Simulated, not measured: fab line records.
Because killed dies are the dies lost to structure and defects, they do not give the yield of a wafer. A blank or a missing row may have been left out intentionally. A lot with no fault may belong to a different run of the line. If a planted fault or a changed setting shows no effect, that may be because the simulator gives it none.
fab line records | flow gf180mcu
[record] lots = 12 wafers = 36 last_day = 34
route steps=602 shown STI@31 LVPWELL@62 VT_IMPLANT@110 PSD@259
lots untouched by any fault: they come from a run of this same line in which no faults occurred
start_h: hours from the record's first day to the start of the lot's first wafer shown | wait_h: how many hours have passed since the lot's step before this one | " same as the row above | L1.1+2: one row covering several wafers at once | - value missing, or start not given | * or withheld: withheld | < > ~ a bound
route shown NAME@n: names a module that has steps shown in the file, with the first one's number in the route | usual: average and standard deviation across the fault-free wafers | same: alike in all rows | chamber/n: place in a boat | sites: each site's reading | _std_site: standard deviation across them | _edge_site: inner sites' mean taken away from outer sites' mean | radius_mm: how far each site lies from the wafer's centre | mask NAME#n: copy n | behind: the tool/chamber that last shaped the wafer | hold: why the lot went on hold/how many hours it stayed there/how the hold came to an end | device: the transistor (n, p or np) that didn't switch | end of line: tests of these same wafers at the route's end | where a step has no rows: the recipe by itself | killed: dies that structure and defects cost at the first sort, which is not the same as the wafer's yield | map: a wafer's dies, x killed, . not, _ none there
set.NAME: setting as actually run; set.NAME@STEP: the setting as run at that earlier step | model.NAME: the simulator's own value behind a step, which no gauge read
route steps across a sampled set of lots; one table per step, one row per wafer
services: from which hour (start_h, from the record's first day; less than 0 if before it) a tool's chamber was out of use, for how many hours, and why
[[steps]]
[step GF_STI_THK_MEAS_30]
[recipe] reads = SiO2_of_STI_OXIDATION_29
[usual] STI_OXIDATION_02_THK = 9.99/0.14
// columns lot.wafer tool chamber start_h wait_h STI_OXIDATION_02_THK[nm]
L599.2 film_metro-03 - 30.78 0.0 10.06
L599.3 " - " " 10.05
L599.5 " - " " 10.09
L603.2 film_metro-03 - 50.70 0.0 9.99
L603.4 " - " " 10.19
L603.6 " - " " 9.87
L604.1 film_metro-01 - 56.48 0.0 10.00
L604.3 " - " " 9.94
L604.4 " - " " 10.11
L605.1 film_metro-04 - 61.01 0.0 9.89
L605.3 " - " " 9.97
L605.4 " - " " 10.04
L607.2 film_metro-01 - 71.73 0.0 9.90
L607.3 " - " " 9.90
L607.5 " - " " 9.86
L608.1 film_metro-04 - 78.20 0.0 9.77
L608.4 " - " " 9.89
L608.5 " - " " 9.94
L609.1 film_metro-03 - 81.68 0.0 10.15
L609.3 " - " " 10.21
L609.6 " - " " 10.14
L614.1 film_metro-03 - 107.12 0.0 9.89
L614.4 " - " " 10.11
L614.6 " - " " 10.00
L615.1 film_metro-04 - 112.91 0.0 9.95
L615.3 " - " " 9.73
L615.6 " - " " 9.82
L616.1 film_metro-03 - 117.79 0.0 10.19
L616.4 " - " " 10.02
L616.6 " - " " 10.15
L620.3 film_metro-03 - 139.91 0.0 10.14
L620.4 " - " " 10.16
L620.6 " - " " 9.96
L622.1 film_metro-04 - 149.62 0.0 9.82
L622.4 " - " " 10.11
L622.5 " - " " 10.00
[step GF_LVPWELL_IMPLANT_08]
[recipe] species = B energy_kev = 170 dose_cm2 = 1.5e+13 tilt_deg = 0
[usual] beam_energy_keV = 169.99/0.056 dose_ions_cm2 = 1.4995e+13/1.7e+10 faraday_current_uA = 84.7/1.7
// columns lot.wafer tool chamber start_h wait_h beam_energy_keV dose_ions_cm2 faraday_current_uA
L599.2 implanter-01 0 69.07 0.0 170.11 1.4996e+13 87.4
L599.3 " 0 " " 170.03 1.4985e+13 84.5
L599.5 " 0 " " 169.98 1.4995e+13 85.5
L603.2 implanter-04 0 90.52 0.0 170.06 1.4988e+13 85.7
L603.4 " 0 " " 170.01 1.4987e+13 86.3
L603.6 " 0 " " 170.07 1.4997e+13 88.6
L604.1 implanter-03 0 97.41 0.0 170.03 1.5e+13 87.3
L604.3 " 0 " " 169.97 1.4981e+13 86.7
L604.4 " 0 " " 169.91 1.5001e+13 83.1
L605.1 implanter-04 0 102.49 0.0 169.99 1.5025e+13 85.9
L605.3 " 0 " " 170.04 1.5009e+13 85.9
L605.4 " 0 " " 170.07 1.5026e+13 84.9
L607.2 implanter-01 0 114.53 0.0 170.06 1.4975e+13 85.6
L607.3 " 0 " " 170.02 1.4994e+13 85.0
L607.5 " 0 " " 170.01 1.5001e+13 82.3
L608.1 implanter-03 0 123.09 0.0 169.94 1.499e+13 84.4
L608.4 " 0 " " 170.04 1.5012e+13 84.8
L608.5 " 0 " " 169.99 1.4985e+13 83.4
L609.1 implanter-04 0 125.66 0.0 169.93 1.4975e+13 83.1
L609.3 " 0 " " 170.01 1.4988e+13 83.0
L609.6 " 0 " " 169.92 1.4987e+13 83.7
L614.1 implanter-04 0 152.66 0.0 170.00 1.4995e+13 85.5
L614.4 " 0 " " 170.14 1.5e+13 84.3
L614.6 " 0 " " 169.96 1.5017e+13 83.9
L615.1 implanter-04 0 159.16 0.0 169.88 1.6895e+13 99.2
L615.3 " 0 " " 169.92 1.6899e+13 94.7
L615.6 " 0 " " 169.91 1.6883e+13 98.4
L616.1 implanter-04 0 164.29 0.0 170.07 1.6924e+13 92.7
L616.4 " 0 " " 170.01 1.6928e+13 97.0
L616.6 " 0 " " 170.01 1.6933e+13 95.4
L620.3 implanter-01 0 189.89 0.1 169.95 1.4985e+13 83.5
L620.4 " 0 " " 170.02 1.4999e+13 86.9
L620.6 " 0 " " 169.97 1.4995e+13 82.7
L622.1 implanter-03 0 200.29 0.0 169.99 1.498e+13 85.1
L622.4 " 0 " " 170.07 1.4989e+13 84.6
L622.5 " 0 " " 170.04 1.4973e+13 88.5
[step GF_VT_IMPLANT_STRIP_20]
[recipe] chemistry = O2/N2 power_w = 1400 pressure_mtorr = 1500 platen_temp_c = 250 o2_flow_sccm = 3000 n2_flow_sccm = 300 overash_fraction = 0.5
[usual] drypump_motor_current_A = 5.7/0.57 heater_power_w = 328/31 n2_flow_sccm = 300.2/0.86 oes_product_au = 0.716/0.0048 strip_time_to_endpoint_s = 12.63/0.04
// columns lot.wafer tool chamber start_h wait_h drypump_motor_current_A heater_power_w n2_flow_sccm oes_product_au rf_hours_counter_h strip_time_to_endpoint_s
L599.2 plasma_asher-02 0 127.09 0.1 5.0 307 298.1 0.718 1 12.64
L599.3 " 0 " " 5.0 307 300.2 0.718 - 12.66
L599.5 " 1 " " 5.8 328 300.6 0.716 - 12.67
L603.2 plasma_asher-02 1 150.61 0.1 5.8 323 300.7 0.709 3 12.64
L603.4 " 0 " " 5.0 306 297.9 0.719 - 12.64
L603.6 " 1 " " 5.8 328 299.3 0.717 - 12.62
L604.1 plasma_asher-02 0 158.89 0.1 5.0 304 299.9 0.720 4 12.69
L604.3 " 0 " " 5.0 310 300.7 0.711 - 12.67
L604.4 " 1 " " 5.8 322 300.9 0.716 - 12.69
L605.1 plasma_asher-04 0 165.51 0.1 6.2 326 300.8 0.717 38 12.60
L605.3 " 0 " " 6.2 320 300.8 0.721 - 12.63
L605.4 " 1 " " 6.5 366 300.1 0.719 - 12.61
L607.2 plasma_asher-03 1 178.49 0.1 5.1 368 301.0 0.716 57 12.65
L607.3 " 1 " " 5.1 372 299.3 0.724 - 12.58
L607.5 " 1 " " 5.1 363 300.7 0.715 - 12.59
L608.1 plasma_asher-02 1 187.19 0.1 5.8 330 301.6 0.717 7 12.68
L608.4 " 1 " " 5.8 324 300.4 0.715 - 12.66
L608.5 " 0 " " 5.0 311 301.2 0.714 - 12.64
L609.1 plasma_asher-02 0 191.89 0.1 5.0 310 300.2 0.705 7 12.58
L609.3 " 1 " " 5.8 323 299.6 0.716 - 12.63
L609.6 " 0 " " 5.0 298 300.4 0.714 - 12.62
L614.1 plasma_asher-02 0 220.29 0.1 5.0 299 299.9 0.716 10 12.75
L614.4 " 0 " " 5.0 311 300.0 0.722 - 12.67
L614.6 " 0 " " 5.0 300 299.9 0.710 - 12.69
L615.1 plasma_asher-03 1 228.49 0.1 5.1 383 300.0 0.711 63 12.59
L615.3 " 1 " " 5.1 372 299.7 0.715 - 12.62
L615.6 " 0 " " 6.0 286 300.8 0.703 - 12.64
L616.1 plasma_asher-04 0 234.19 0.1 6.3 318 300.5 0.723 45 12.58
L616.4 " 1 " " 6.5 373 300.9 0.715 - 12.60
L616.6 " 0 " " 6.3 317 300.3 0.723 - 12.57
L620.3 plasma_asher-02 0 263.32 0.1 5.0 303 300.0 0.708 - 12.67
L620.4 " 1 " " 5.8 322 301.2 0.722 - 12.65
L620.6 " 0 " " 5.0 303 300.5 0.715 - 12.64
L622.1 plasma_asher-04 0 279.55 0.1 6.2 326 299.8 0.710 50 12.68
L622.4 " 1 " " 6.6 362 299.9 0.712 - 12.69
L622.5 " 0 " " 6.2 320 300.1 0.715 - 12.71
[step GF_VT_IMPLANT_RS_MEAS_48]
[recipe] thk_meas_gauge = four-point-probe
[usual] LVPWELL_RS = 1194.3/2.8
// columns lot.wafer tool chamber start_h wait_h LVPWELL_RS[ohm/sq]
L599.2 film_metro-02 - 158.87 0.1 1186.8
L599.3 " - " " 1191.3
L599.5 " - " " 1193.5
L603.2 film_metro-02 - 183.66 0.1 1197.8
L603.4 " - " " 1196.8
L603.6 " - " " 1196.0
L604.1 film_metro-02 - 192.74 0.1 1193.9
L604.3 " - " " 1195.6
L604.4 " - " " 1197.2
L605.1 film_metro-02 - 200.69 0.1 1199.9
L605.3 " - " " 1197.4
L605.4 " - " " 1199.8
L607.2 film_metro-01 - 213.08 0.1 1189.9
L607.3 " - " " 1193.4
L607.5 " - " " 1190.6
L608.1 film_metro-02 - 223.54 0.1 1196.9
L608.4 " - " " 1201.5
L608.5 " - " " 1198.7
L609.1 film_metro-04 - 227.15 0.1 1192.9
L609.3 " - " " 1187.6
L609.6 " - " " 1192.8
L614.1 film_metro-02 - 258.19 0.1 1189.1
L614.4 " - " " 1189.3
L614.6 " - " " 1194.0
L615.1 film_metro-01 - 266.19 0.1 1123.7
L615.3 " - " " 1122.3
L615.6 " - " " 1126.3
L616.1 film_metro-02 - 276.85 0.1 1123.5
L616.4 " - " " 1123.7
L616.6 " - " " 1125.5
L620.3 film_metro-04 - 301.78 0.1 1196.5
L620.4 " - " " 1194.3
L620.6 " - " " 1195.4
L622.1 film_metro-02 - 320.29 0.1 1191.9
L622.4 " - " " 1193.7
L622.5 " - " " 1195.0
[step GF_PSD_TW_MEAS_11]
[usual] PSD_TW = 3171/40
// columns lot.wafer tool chamber start_h wait_h PSD_TW
L599.2 film_metro-03 - 327.57 0.1 3227
L599.3 " - " " 3226
L599.5 " - " " 3212
L603.2 film_metro-03 - 351.37 0.1 3188
L603.4 " - " " 3192
L603.6 " - " " 3180
L604.1 film_metro-03 - 372.11 0.1 3196
L604.3 " - " " 3194
L604.4 " - " " 3179
L605.1 film_metro-02 - 375.08 0.1 3129
L605.3 " - " " 3117
L605.4 " - " " 3120
L607.2 film_metro-02 - 395.52 0.1 3111
L607.3 " - " " 3122
L607.5 " - " " 3142
L608.1 film_metro-02 - 398.17 0.1 3096
L608.4 " - " " 3100
L608.5 " - " " 3132
L609.1 film_metro-01 - 403.07 0.1 3197
L609.3 " - " " 3193
L609.6 " - " " 3206
L614.1 film_metro-03 - 450.95 0.1 3200
L614.4 " - " " 3201
L614.6 " - " " 3194
L615.1 film_metro-01 - 451.25 0.1 3169
L615.3 " - " " 3170
L615.6 " - " " 3172
L616.1 film_metro-03 - 467.76 0.1 3209
L616.4 " - " " 3212
L616.6 " - " " 3190
L620.3 film_metro-03 - 497.78 0.1 3206
L620.4 " - " " 3219
L620.6 " - " " 3228
L622.1 film_metro-01 - 518.65 0.1 3160
L622.4 " - " " 3171
L622.5 " - " " 3158
[[services]]
// columns tool chamber start_h hours kind
plasma_asher-02 - 49.76 1.8 repair
implanter-01 - 50.48 5.3 repair
implanter-04 - 50.89 3.6 repair
implanter-01 - 86.52 18.0 pm
implanter-03 - 92.06 1.1 repair
plasma_asher-02 - 108.75 9.0 pm
plasma_asher-02 0 108.75 9.0 vent_cycle
plasma_asher-02 1 108.75 9.0 vent_cycle
plasma_asher-02 0 117.75 - clean
plasma_asher-02 1 117.75 - clean
implanter-03 - 131.17 18.6 pm
plasma_asher-02 - 138.67 1.5 repair
implanter-03 - 165.48 6.2 repair
implanter-04 - 184.21 1.0 repair
plasma_asher-04 - 194.47 1.8 repair
implanter-04 - 220.86 4.2 repair
implanter-03 - 250.32 0.8 repair
plasma_asher-04 - 252.45 1.4 repair
implanter-03 - 254.96 0.7 repair
implanter-04 - 258.70 2.3 repair
implanter-03 - 277.10 2.7 repair
[[key]]
[first_sign] step = GF_LVPWELL_IMPLANT_08 reading = dose_ions_cm2 direction = up sigmas = 99+ usual = 1.4995e+13 struck = 1.691e+13
[effect] step = GF_LVPWELL_IMPLANT_08 reading = faraday_current_uA direction = up sigmas = 6.9 usual = 84.7 struck = 96.3
[effect] step = GF_VT_IMPLANT_RS_MEAS_48 reading = LVPWELL_RS direction = down sigmas = 25 usual = 1194.3 struck = 1124.2
met_at GF_LVPWELL_IMPLANT_08
struck_lots L615,L616
tester_left_out L615,L616
not_acting_at GF_STI_THK_MEAS_30,GF_VT_IMPLANT_STRIP_20,GF_PSD_TW_MEAS_11
onset_between 152.66 159.16
[fault] kind = process_parameter_drift tool = implanter-04 chamber = - onset_h = 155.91 steps = GF_LVPWELL_IMPLANT_08 channel = dose_cm2 offset = 1.9093e+12 shape = step end_h = 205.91 acts_in = these_recipes_only stated = 1.5e+13
// tester_left_out: of these lots the tester's yield and bins aren't shown, on N5 and GAA mostly nor the transistor test; their killed dies are dies lost to structure and defects alone, not to doping, threshold or leakage, so they don't give the yield
